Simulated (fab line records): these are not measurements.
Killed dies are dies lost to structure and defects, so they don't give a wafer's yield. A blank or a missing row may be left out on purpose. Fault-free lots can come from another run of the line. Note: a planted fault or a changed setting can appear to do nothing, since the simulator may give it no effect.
Struck lot and sound lot, side by side + flow sky130 + 22 out of 708 route steps
Sound: the wafers L993.2, L993.5, L993.6. Wafers L104.3, L104.4, L104.5 were the ones struck. At the end, the cause is stated.
At each step with rows: each side's tool, then ch and its chambers, then its first start. Under that, the readings that differ: sound wafers + struck wafers + difference of the means + sigmas: that difference in standard deviations of wafers without a fault.
alike: same words and numbers on both sides, and readings whose means sit less than 2 such deviations apart. not compared: any withheld reading, any reading some wafer has no value for, any bound like >300 that may hide the same value, and any number with overlapping values for which the record gives no deviation.
The two part at a step that has a row with sigmas, a row that says differs or no value, or rows on one side only. Non-overlapping numbers with no deviation appear without sigmas and do not part them. A reading that every wafer of one side lacks parts them only if that side has two wafers or more.

first, 1 step without rows for these wafers: SKY_METAL2_SPUTTER_00 (material Ti, target thk 15 nm, time 10 s).
SKY_METAL2_SPUTTER_01: material TiN, target thk 20 nm, time 16.7 s.
  sound on pvd_sputter-03, day 34 21:17; struck on pvd_sputter-04, day 38 23:11
  alike: cathode_dc_power_W, throttle_valve_pct
SKY_METAL2_SPUTTER_02: material AlCu, target thk 250 nm, time 13.3 s.
  sound on pvd_sputter-03, day 34 21:18; struck on pvd_sputter-04, day 38 23:12
  alike: cathode_dc_power_W, throttle_valve_pct
SKY_METAL2_SPUTTER_03: material Ti, target thk 5 nm, time 3.3 s.
  sound on pvd_sputter-03, day 34 21:20; struck on pvd_sputter-04, day 38 23:14
  alike: cathode_dc_power_W, throttle_valve_pct
SKY_METAL2_SPUTTER_04: material TiN, target thk 70 nm, time 58.3 s.
  sound on pvd_sputter-03, day 34 21:20; struck on pvd_sputter-04, day 38 23:14
  alike: cathode_dc_power_W, throttle_valve_pct
SKY_METAL2_RS_MEAS_05: measures by four-point-probe.
  sound on film_metro-03, day 34 21:25; struck on film_metro-02, day 38 23:20
  alike: METAL2_ALCU_RS
SKY_METAL2_THK_MEAS_06: measures by xrf.
  sound on film_metro-03, day 34 21:31; struck on film_metro-02, day 38 23:26
  alike: METAL2_ALCU_THK
then, 5 steps without rows for these wafers: SKY_METAL2_DEHYDRATE_07 (time 60 s); SKY_METAL2_HMDS_08 (prime time 60 s); SKY_METAL2_COAT_09 (resist thk 60 nm); SKY_METAL2_COAT_10 (resist thk 450 nm); SKY_METAL2_SOFTBAKE_11 (time 90 s).
SKY_METAL2_EXPOSE_12: exposes mask MM2, target cd 140 nm.
  sound on krf_scanner-02 ch 0, day 35 11:28; struck on krf_scanner-01 ch 0, day 39 11:32
  alike: mask, reticle_temp_C
then, 2 steps without rows for these wafers: SKY_METAL2_PEB_13; SKY_METAL2_DEVELOP_14 (develop time 60 s).
SKY_METAL2_CD_MEAS_15 targets a cd of 140 nm.
  sound on cd_sem-01, day 35 23:51; struck on cd_sem-01, day 40 00:52
| reading    | sound             | struck           | difference | sigmas |
|------------|-------------------|------------------|------------|--------|
| cd_nm (nm) | 138.3 139.6 139.3 | 105.4 105.7 90.6 | -38.5      | -23    |
SKY_METAL2_OVL_MEAS_16:
  sound on overlay-01, day 35 23:57; struck on overlay-02, day 40 00:57
  alike: METAL2_OVL
SKY_METAL2_DESCUM_17: chemistry O2, time 8 s.
  sound on rie_metal-04 ch 0,1, day 35 23:59; struck on rie_metal-03 ch 0,1, day 40 00:59
| reading                 | sound             | struck           | difference | sigmas |
|-------------------------|-------------------|------------------|------------|--------|
| model.METAL2.cd_nm (nm) | 138.2 138.7 139.6 | 105.3 105.6 90.8 | -38.3      |        |
  alike: chamber_pressure_mTorr, drypump_motor_current_A, oes_product_au, rf_fwd_power_W, temp_c
  not compared: rf_hours_counter_h
SKY_METAL2_ETCH_18: etches BARC in N2/H2, stops on SiO2, time 45.9 s, target depth 60 nm.
  sound on rie_metal-04 ch 0,1, day 36 00:01; struck on rie_metal-03 ch 0,1, day 40 01:02
  alike: chamber_pressure_mTorr, drypump_motor_current_A, oes_product_au, rf_fwd_power_W, throttle_valve_pct
  not compared: rf_hours_counter_h
SKY_METAL2_METAL_ETCH_19: etches the open film in Cl2/BCl3, stops on SiO2, target depth 360 nm, time 78 s.
  sound on rie_metal-04 ch 0,1, day 36 00:05; struck on rie_metal-03 ch 0,1, day 40 01:06
| reading                 | sound           | struck           | difference | sigmas |
|-------------------------|-----------------|------------------|------------|--------|
| model.METAL2.cd_nm (nm) | 138.6 133.7 140 | 110.4 108.6 92.7 | -33.5      |        |
  alike: bcl3_flow_sccm, chamber_pressure_mTorr, drypump_motor_current_A, oes_product_au, rf_fwd_power_W, throttle_valve_pct
  not compared: rf_hours_counter_h
then, 1 step without rows for these wafers: SKY_METAL2_STRIP_20 (strips in O2/N2).
-- the record jumps here: 10 days lie between the struck wafers' starts before and after (it left off in module METAL2 and takes up again in module PAD_OPEN, whose first step shown is number 708 of the route) --
SKY_PAD_OPEN_PROBE_99:
  sound on prober-02, day 46 14:18; struck on prober-01, day 49 14:28
| reading                  | sound          | struck         | difference | sigmas |
|--------------------------|----------------|----------------|------------|--------|
| defect_limited_yield (%) | 80.7 80.3 83.9 | 11.2 5.3 0     | -76.1      | -36    |
| killed_at_M0_to_M3       | 54 53 30       | 369 427 451    | +370       | +51    |
| killed_dies              | 95 97 79       | 437 466 492    | +375       | +37    |
| killed_on_rim            | 14 21 13       | 74 82 96       | +68        | +17    |
| sort_bin_5_function (%)  | 11.4 13.2 10.0 | 78.9 85.8 92.7 | +74.3      | +46    |
| sort_n_pass              | 397 395 413    | 55 26 0        | -375       | -37    |
| sort_yield_pct (%)       | 80.7 80.3 83.9 | 11.2 5.3 0     | -76.1      | -36    |
  alike: killed_at_M4_up, killed_at_contacts, killed_at_front_end, killed_at_other, killed_open, killed_short, sort_bin_3_pad_short, sort_bin_6_memory

## WHERE THEY PART
First at SKY_METAL2_CD_MEAS_15; last, within this record, at SKY_PAD_OPEN_PROBE_99.

WHY: the cause the simulator had injected
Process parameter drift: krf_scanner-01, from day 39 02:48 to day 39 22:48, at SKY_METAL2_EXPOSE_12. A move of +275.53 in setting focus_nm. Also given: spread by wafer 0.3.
